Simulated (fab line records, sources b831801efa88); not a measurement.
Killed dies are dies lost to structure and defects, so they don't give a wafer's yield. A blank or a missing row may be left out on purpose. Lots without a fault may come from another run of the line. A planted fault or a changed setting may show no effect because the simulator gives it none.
fab line records | flow sky130
record lots=13 wafers=39 last_day=50
route steps=708 shown POLY_GATE@236 SD_P@330 RES_XHIGH@340 SD_N@353 LI_CONTACT@378
lots that met no fault: from a run of the same line without faults
start_h: hours from the record's first day to the start of the lot's first wafer shown | wait_h: hours since the lot's step before | " the same as in the row above | L1.1+2: a row that stands for several wafers | - no value, or no start given | * or withheld: withheld | < > ~ a bound
route shown NAME@n: a module of which the file shows steps, and the number in the route of the first | usual: mean/standard deviation of fault-free wafers | same: alike in all rows | chamber/n: place in a boat | sites: the reading at each site | _std_site: their standard deviation | _edge_site: outer sites' mean less inner sites' | radius_mm: how far each site lies from the wafer's centre | mask NAME#n: copy n | behind: the tool/chamber that last shaped the wafer | hold: why the lot was held/for how many hours/how that ended | device: the transistor (n, p or np) that didn't switch | end of line: the same wafers' tests at the end of the route | a step without rows: its recipe alone | killed: dies lost to structure and defects at the first sort, not the wafer's yield | map: a wafer's dies, x killed, . not, _ none there
set.NAME: the setting as run; set.NAME@STEP: as run at that earlier step | model.NAME: the simulator's own value behind a step, which no gauge read
steps of the route over a sample of lots; a table a step, a row a wafer
services: from which hour (start_h, from the record's first day; less than 0 if before it) a tool's chamber was out of use, for how many hours, and why
## steps
# step SKY_POLY_GATE_CD_MEAS_22
# usual cd_nm=149/3.4
# columns lot.wafer tool chamber start_h wait_h cd_nm
L371.1 cd_sem-02 - 381.98 0.1 154
L371.3 " - " " 148
L371.4 " - " " 152
L372.3 cd_sem-01 - 395.17 0.1 143
L372.4 " - " " 146
L372.6 " - " " 141
L374.4 cd_sem-01 - 397.62 0.1 148
L374.5 " - " " 143
L374.6 " - " " 147
L375.4 cd_sem-01 - 409.10 0.1 142
L375.5 " - " " 144
L375.6 " - " " 140
L377.3 cd_sem-02 - 435.29 0.1 149
L377.4 " - " " 153
L377.5 " - " " 148
L379.1 cd_sem-02 - 453.33 0.1 145
L379.2 " - " " 153
L379.3 " - " " 152
L382.2 cd_sem-02 - 474.53 0.1 151
L382.4 " - " " 147
L382.6 " - " " 155
L384.1 cd_sem-02 - 491.68 0.1 143
L384.2 " - " " 153
L384.4 " - " " 155
L385.1 cd_sem-01 - 505.19 0.1 153
L385.2 " - " " 151
L385.6 " - " " 151
L387.3 cd_sem-02 - 513.79 0.1 147
L387.4 " - " " 147
L387.6 " - " " 151
L388.3 cd_sem-01 - 523.49 0.1 150
L388.4 " - " " 152
L388.6 " - " " 149
L389.1 cd_sem-01 - 525.13 0.1 146
L389.4 " - " " 145
L389.6 " - " " 151
L394.2 cd_sem-02 - 571.56 0.1 147
L394.3 " - " " 147
L394.5 " - " " 150
# step SKY_SD_P_STRIP_10
# recipe chemistry=O2/N2 power_w=1400 pressure_mtorr=1500 platen_temp_c=withheld o2_flow_sccm=3000 n2_flow_sccm=300 overash_fraction=0.5
# usual drypump_motor_current_A=5.64/0.26 oes_product_au=0.617/0.0042 strip_time_to_endpoint_s=17.47/0.042
# columns lot.wafer tool chamber start_h wait_h drypump_motor_current_A oes_product_au rf_hours_counter_h strip_time_to_endpoint_s
L371.1 plasma_asher-04 1 596.28 0.1 5.13 0.606 90 17.51
L371.3 " 1 " " 5.12 0.619 - 17.52
L371.4 " 0 " " 5.57 0.624 - 17.49
L372.3 plasma_asher-02 0 610.24 0.1 6.00 0.612 - 17.50
L372.4 " 1 " " 5.73 0.619 - 17.49
L372.6 " 1 " " 5.73 0.617 - 17.53
L374.4 plasma_asher-03 1 613.02 0.1 5.58 0.619 - 17.45
L374.5 " 0 " " 5.51 0.615 - 17.54
L374.6 " 1 " " 5.57 0.610 - 17.48
L375.4 plasma_asher-04 0 624.72 0.1 5.56 0.618 - 17.41
L375.5 " 1 " " 5.12 0.616 - 17.46
L375.6 " 0 " " 5.56 0.619 - 17.44
L377.3 plasma_asher-03 1 649.82 0.1 5.58 0.614 - 17.46
L377.4 " 0 " " 5.52 0.625 - 17.45
L377.5 " 1 " " 5.60 0.611 - 17.50
L379.1 plasma_asher-04 0 666.88 0.1 5.58 0.617 97 17.52
L379.2 " 1 " " 5.15 0.615 97 17.48
L379.3 " 1 " " 5.17 0.614 - 17.53
L382.2 plasma_asher-02 1 684.58 0.1 5.72 0.612 89 17.45
L382.4 " 1 " " 5.73 0.613 - 17.42
L382.6 " 1 " " 5.70 0.612 - 17.42
L384.1 plasma_asher-03 1 700.41 0.1 5.55 0.617 51 17.49
L384.2 " 0 " " 5.49 0.623 51 17.50
L384.4 " 0 " " 5.51 0.619 - 17.45
L385.1 plasma_asher-02 0 712.88 0.1 6.00 0.623 92 17.47
L385.2 " 1 " " 5.73 0.618 92 17.44
L385.6 " 1 " " 5.72 0.615 - 17.45
L387.3 plasma_asher-03 0 720.82 0.1 5.48 0.623 - -
L387.4 " 1 " " 5.59 0.607 - -
L387.6 " 0 " " 5.47 0.605 - -
L388.3 plasma_asher-02 0 728.97 0.1 6.00 0.612 - 17.50
L388.4 " 1 " " 5.72 0.614 - 17.49
L388.6 " 0 " " 6.00 0.614 - 17.49
L389.1 plasma_asher-04 0 731.14 0.1 5.58 0.617 103 17.45
L389.4 " 1 " " 5.16 0.615 - 17.41
L389.6 " 0 " " 5.56 0.622 - 17.46
L394.2 plasma_asher-04 1 774.54 0.1 5.09 0.619 3 17.48
L394.3 " 1 " " 5.11 0.612 - 17.43
L394.5 " 1 " " 5.09 0.616 - 17.50
# step SKY_RES_XHIGH_STRIP_08
# recipe chemistry=O2/N2 power_w=1400 pressure_mtorr=1500 platen_temp_c=withheld o2_flow_sccm=3000 n2_flow_sccm=300 overash_fraction=0.5
# usual drypump_motor_current_A=5.7/0.33 oes_product_au=0.711/0.0046 strip_time_to_endpoint_s=14.25/0.034
# columns lot.wafer tool chamber start_h wait_h drypump_motor_current_A oes_product_au rf_hours_counter_h strip_time_to_endpoint_s
L371.1 plasma_asher-01 0 624.83 0.1 6.3 0.714 19 14.26
L371.3 " 0 " " 6.2 0.709 - 14.22
L371.4 " 1 " " 5.9 0.711 - 14.24
L372.3 plasma_asher-01 0 639.77 0.1 6.2 0.710 - 14.26
L372.4 " 1 " " 5.9 0.710 - 14.28
L372.6 " 0 " " 6.2 0.714 - 14.26
L374.4 plasma_asher-03 1 642.11 0.1 5.6 0.711 - 14.27
L374.5 " 0 " " 5.5 0.704 - 14.24
L374.6 " 1 " " 5.6 0.706 - 14.20
L375.4 plasma_asher-03 0 653.91 0.1 5.5 0.717 - 14.29
L375.5 " 0 " " 5.5 0.713 - 14.27
L375.6 " 1 " " 5.6 0.716 - 14.27
L377.3 plasma_asher-01 0 677.81 0.1 6.2 0.708 - 14.18
L377.4 " 1 " " 5.9 0.716 - 14.21
L377.5 " 1 " " 5.9 0.705 - 14.19
L379.1 plasma_asher-04 1 695.33 0.1 5.1 0.708 99 14.21
L379.2 " 0 " " 5.6 0.721 99 14.22
L379.3 " 0 " " 5.6 0.713 - 14.24
L382.2 plasma_asher-03 0 712.43 0.1 5.5 0.720 53 14.26
L382.4 " 0 " " 5.5 0.714 - 14.24
L382.6 " 1 " " 5.6 0.708 - 14.24
L384.1 plasma_asher-01 1 726.78 0.1 5.9 0.705 29 14.21
L384.2 " 0 " " 6.2 0.707 29 14.23
L384.4 " 1 " " 5.9 0.708 - 14.25
L385.1 plasma_asher-01 0 739.39 0.1 6.2 0.702 30 14.25
L385.2 " 1 " " 5.9 0.709 30 14.20
L385.6 " 0 " " 6.2 0.710 - 14.23
L387.3 plasma_asher-01 0 748.67 0.1 6.3 0.716 - 23.53
L387.4 " 1 " " 5.9 0.718 - 23.59
L387.6 " 0 " " 6.2 0.716 - 23.61
L388.3 plasma_asher-01 0 756.72 0.1 6.2 0.708 - 14.29
L388.4 " 1 " " 5.9 0.709 - 14.28
L388.6 " 0 " " 6.2 0.706 - 14.28
L389.1 plasma_asher-03 1 759.53 0.1 5.6 0.713 57 14.22
L389.4 " 0 " " 5.5 0.716 - 14.26
L389.6 " 1 " " 5.6 0.709 - 14.29
L394.2 plasma_asher-03 1 801.34 0.1 5.6 0.704 61 14.17
L394.3 " 0 " " 5.5 0.715 - 14.20
L394.5 " 1 " " 5.6 0.705 - 14.21
# step SKY_RES_XHIGH_TW_MEAS_09
# usual RES_XHIGH_TW=1631/11
# columns lot.wafer tool chamber start_h wait_h RES_XHIGH_TW
L371.1 film_metro-02 - 624.93 0.1 1630
L371.3 " - " " 1625
L371.4 " - " " 1633
L372.3 film_metro-02 - 639.86 0.1 1609
L372.4 " - " " 1628
L372.6 " - " " 1621
L374.4 film_metro-02 - 642.21 0.1 1618
L374.5 " - " " 1616
L374.6 " - " " 1622
L375.4 film_metro-04 - 654.01 0.1 1646
L375.5 " - " " 1640
L375.6 " - " " 1648
L377.3 film_metro-03 - 677.90 0.1 1646
L377.4 " - " " 1644
L377.5 " - " " 1639
L379.1 film_metro-02 - 695.43 0.1 1612
L379.2 " - " " 1624
L379.3 " - " " 1614
L382.2 film_metro-03 - 712.54 0.1 1643
L382.4 " - " " 1645
L382.6 " - " " 1638
L384.1 film_metro-04 - 726.88 0.1 1626
L384.2 " - " " 1638
L384.4 " - " " 1628
L385.1 film_metro-03 - 739.49 0.1 1626
L385.2 " - " " 1625
L385.6 " - " " 1633
L387.3 film_metro-02 - 748.76 0.1 30
L387.4 " - " " 30
L387.6 " - " " 30
L388.3 film_metro-03 - 756.81 0.1 1644
L388.4 " - " " 1646
L388.6 " - " " 1654
L389.1 film_metro-04 - 759.63 0.1 1647
L389.4 " - " " 1629
L389.6 " - " " 1633
L394.2 film_metro-03 - 801.45 0.1 1616
L394.3 " - " " 1631
L394.5 " - " " 1634
# step SKY_SD_N_STRIP_11
# recipe chemistry=O2/N2 power_w=1400 pressure_mtorr=1500 platen_temp_c=withheld o2_flow_sccm=3000 n2_flow_sccm=300 overash_fraction=0.5
# usual drypump_motor_current_A=5.83/0.24 oes_product_au=0.528/0.0048 strip_time_to_endpoint_s=22.53/0.04
# columns lot.wafer tool chamber start_h wait_h drypump_motor_current_A oes_product_au rf_hours_counter_h strip_time_to_endpoint_s
L371.1 plasma_asher-03 1 654.24 0.1 5.58 0.535 47 22.56
L371.3 " 1 " " 5.59 0.530 - 22.53
L371.4 " 0 " " 5.49 0.525 - 22.53
L372.3 plasma_asher-02 0 668.57 0.1 6.00 0.527 - 22.50
L372.4 " 1 " " 5.74 0.525 - 22.50
L372.6 " 1 " " 5.77 0.527 - 22.50
L374.4 plasma_asher-01 0 671.18 0.1 6.25 0.526 - 22.53
L374.5 " 1 " " 5.87 0.527 - 22.54
L374.6 " 0 " " 6.23 0.530 - 22.54
L375.4 plasma_asher-02 1 682.43 0.1 5.73 0.535 - 22.44
L375.5 " 1 " " 5.71 0.534 - 22.49
L375.6 " 0 " " 5.98 0.528 - 22.46
L377.3 plasma_asher-01 1 706.39 0.1 5.88 0.536 - 22.44
L377.4 " 0 " " 6.25 0.527 - 22.49
L377.5 " 0 " " 6.25 0.530 - 22.44
L379.1 plasma_asher-02 1 722.16 0.1 5.74 0.520 93 22.55
L379.2 " 0 " " 6.00 0.532 93 22.57
L379.3 " 1 " " 5.73 0.523 - 22.52
L382.2 plasma_asher-03 0 739.29 0.1 5.51 0.535 55 22.53
L382.4 " 0 " " 5.51 0.532 - 22.57
L382.6 " 1 " " 5.61 0.523 - 22.57
L384.1 plasma_asher-02 0 754.96 0.1 6.00 0.525 96 22.54
L384.2 " 1 " " 5.73 0.531 96 22.54
L384.4 " 0 " " 6.01 0.520 - 22.52
L385.1 plasma_asher-01 0 767.05 0.1 6.25 0.533 33 22.49
L385.2 " 1 " " 5.91 0.530 33 22.44
L385.6 " 0 " " 6.26 0.523 - 22.44
L387.3 plasma_asher-02 1 776.17 0.1 5.74 0.536 - 22.48
L387.4 " 0 " " 6.02 0.531 - 22.53
L387.6 " 0 " " 5.99 0.530 - 22.51
L388.3 plasma_asher-03 0 784.42 0.1 5.49 0.524 - 22.49
L388.4 " 1 " " 5.55 0.530 - 22.55
L388.6 " 0 " " 5.49 0.531 - 22.51
L389.1 plasma_asher-02 0 787.30 0.1 6.01 0.527 100 22.56
L389.4 " 0 " " 6.00 0.531 - 22.55
L389.6 " 0 " " 6.01 0.533 - 22.55
L394.2 plasma_asher-01 1 828.95 0.1 5.89 0.534 39 22.59
L394.3 " 1 " " 5.87 0.530 - 22.54
L394.5 " 0 " " 6.22 0.530 - 22.53
# step SKY_LI_CONTACT_STRIP_16
# recipe chemistry=O2/N2 power_w=1400 pressure_mtorr=1500 platen_temp_c=withheld o2_flow_sccm=3000 n2_flow_sccm=300 overash_fraction=0.5
# usual drypump_motor_current_A=5.7/0.35 oes_product_au=0.376/0.0049 strip_time_to_endpoint_s=3.52/0.05
# columns lot.wafer tool chamber start_h wait_h drypump_motor_current_A oes_product_au rf_hours_counter_h strip_time_to_endpoint_s
L371.1 plasma_asher-04 1 683.58 - 5.1 0.373 98 3.56
L371.3 " 0 " " 5.6 0.385 - 3.57
L371.4 " 1 " " 5.1 0.375 - 3.48
L372.3 plasma_asher-02 0 698.36 - 6.0 0.376 - 3.54
L372.4 " 1 " " 5.8 0.372 - 3.46
L372.6 " 1 " " 5.7 0.372 - 3.54
L374.4 plasma_asher-04 1 701.11 - 5.1 0.376 - 3.49
L374.5 " 1 " " 5.1 0.373 - 3.48
L374.6 " 0 " " 5.6 0.369 - 3.46
L375.4 plasma_asher-01 0 711.47 - 6.2 0.385 - 3.52
L375.5 " 0 " " 6.2 0.381 - 3.53
L375.6 " 1 " " 5.9 0.385 - 3.60
L377.3 plasma_asher-01 1 735.20 - 5.9 0.383 - 3.50
L377.4 " 0 " " 6.2 0.380 - 3.60
L377.5 " 0 " " 6.2 0.371 - 3.49
L379.1 plasma_asher-04 0 751.82 - 5.6 0.376 1 3.48
L379.2 " 1 " " 5.1 0.377 1 3.45
L379.3 " 0 " " 5.6 0.369 - 3.52
L382.2 plasma_asher-02 1 768.02 - 5.7 0.377 98 3.53
L382.4 " 1 " " 5.7 0.375 - 3.55
L382.6 " 0 " " 6.0 0.375 - 3.63
L384.1 plasma_asher-02 0 784.12 - 6.0 0.376 99 3.53
L384.2 " 1 " " 5.7 0.384 99 3.56
L384.4 " 1 " " 5.7 0.381 - 3.50
L385.1 plasma_asher-04 0 795.37 - 5.6 0.374 5 3.49
L385.2 " 1 " " 5.1 0.372 5 3.52
L385.6 " 0 " " 5.6 0.373 - 3.57
L387.3 plasma_asher-02 0 804.57 - 6.0 0.370 - 3.48
L387.4 " 1 " " 5.7 0.377 - 3.47
L387.6 " 1 " " 5.8 0.381 - 3.50
L388.3 plasma_asher-04 1 813.30 - 5.1 0.380 - 3.51
L388.4 " 0 " " 5.6 0.379 - 3.54
L388.6 " 0 " " 5.6 0.385 - 3.54
L389.1 plasma_asher-02 0 815.89 - 6.0 0.381 103 3.49
L389.4 " 1 " " 5.7 0.385 - 3.59
L389.6 " 1 " " 5.7 0.381 - 3.50
L394.2 plasma_asher-01 0 856.86 - 6.2 0.374 42 3.46
L394.3 " 1 " " 5.9 0.364 - 3.45
L394.5 " 0 " " 6.3 0.369 - 3.45
## services
# columns tool chamber start_h hours kind
plasma_asher-02 - 624.68 0.5 repair
plasma_asher-03 - 624.84 1.1 repair
plasma_asher-03 - 645.32 2.8 pm
plasma_asher-04 - 733.75 9.0 pm
plasma_asher-04 0 733.75 9.0 vent_cycle
plasma_asher-04 1 733.75 9.0 vent_cycle
plasma_asher-04 0 742.75 - clean
plasma_asher-04 1 742.75 - clean
plasma_asher-03 - 751.83 6.1 repair
plasma_asher-04 - 799.18 5.8 repair
plasma_asher-02 - 846.30 2.7 repair
## key
first_sign step=SKY_RES_XHIGH_STRIP_08 reading=strip_time_to_endpoint_s direction=up sigmas=99+ usual=* struck=*
effect step=SKY_RES_XHIGH_TW_MEAS_09 reading=RES_XHIGH_TW direction=down sigmas=99+ usual=1631 struck=30
met_at SKY_SD_P_STRIP_10
struck_lots L387
sort_left_out L387.3,L387.4,L387.6
tester_left_out L387
not_acting_at SKY_POLY_GATE_CD_MEAS_22,SKY_SD_N_STRIP_11,SKY_LI_CONTACT_STRIP_16
onset_between 700.41 720.82
fault kind=strip_aborted tool=plasma_asher-03 chamber=- onset_h=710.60 steps=SKY_SD_P_STRIP_10 offset=0.69391 end_h=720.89
# tester_left_out: of these lots the tester's yield and bins aren't shown, on N5 and GAA mostly nor the transistor test; their killed dies are dies lost to structure and defects alone, not to doping, threshold or leakage, so they don't give the yield
# sort_left_out: the simulated sort isn't trusted on such a fault, so these wafers' sort isn't shown, and their yield isn't known
